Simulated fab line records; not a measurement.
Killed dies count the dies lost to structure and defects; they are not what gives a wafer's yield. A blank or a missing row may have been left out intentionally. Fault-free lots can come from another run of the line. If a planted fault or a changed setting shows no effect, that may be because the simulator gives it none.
What tool caused it? ; flow gf180mcu ; 6 lots with 18 wafers sampled at 2 steps, on a route of 602 steps

WHAT EACH GAUGE READ, for each wafer
GF_V4_RS_MEAS_24: uses a four-point probe to measure.
lot;measured;on;V4_W_RS (ohm/sq)
L375;day 25 09:17;filmMetro-01;0.322 0.325 0.323
L377;day 25 18:28;filmMetro-01;0.326 0.320 0.326
L381;day 27 03:10;filmMetro-03;0.327 0.325 0.327
L386;day 28 19:06;filmMetro-01;0.318 0.323 0.324
L392;day 30 10:04;filmMetro-01;0.319 0.326 0.324
L395;day 31 05:26;filmMetro-04;0.323 0.324 0.316

TOOL THAT RAN EACH LOT (tool first, then ch and the chambers of the sampled wafers, then the start)
lot;GF_V4_SPUTTER_21
L375;pvdSputter-03, day 25 09:02
L377;pvdSputter-02, day 25 18:14
L381;pvdSputter-02, day 27 02:56
L386;pvdSputter-02, day 28 18:52
L392;pvdSputter-01, day 30 09:49
L395;pvdSputter-03, day 31 05:12
- GF_V4_SPUTTER_21: material Ti, target thk 15 nm, time 80.02 s.

THE ANSWER, worked out from the rows above alone
Rule: usual is defined by the lots themselves. The widest of any qualifying gaps counts: lots, ordered by their means at a reading, are off when they make up no more than a third of the lots, leave a main group of 4 or more, and stand apart from it by 3 or more times the standard deviation of that group's means. A main group is skipped when, at the precision printed for the reading in the tables above, its means are all equal. Also off: a lot with no number at a reading for which 4 or more lots have one. Any other lot the step has rows for is counted as sound.
No lot is off on any of the readings shown, so nothing can be concluded from this.

WHAT THE SIMULATOR HAD INSERTED
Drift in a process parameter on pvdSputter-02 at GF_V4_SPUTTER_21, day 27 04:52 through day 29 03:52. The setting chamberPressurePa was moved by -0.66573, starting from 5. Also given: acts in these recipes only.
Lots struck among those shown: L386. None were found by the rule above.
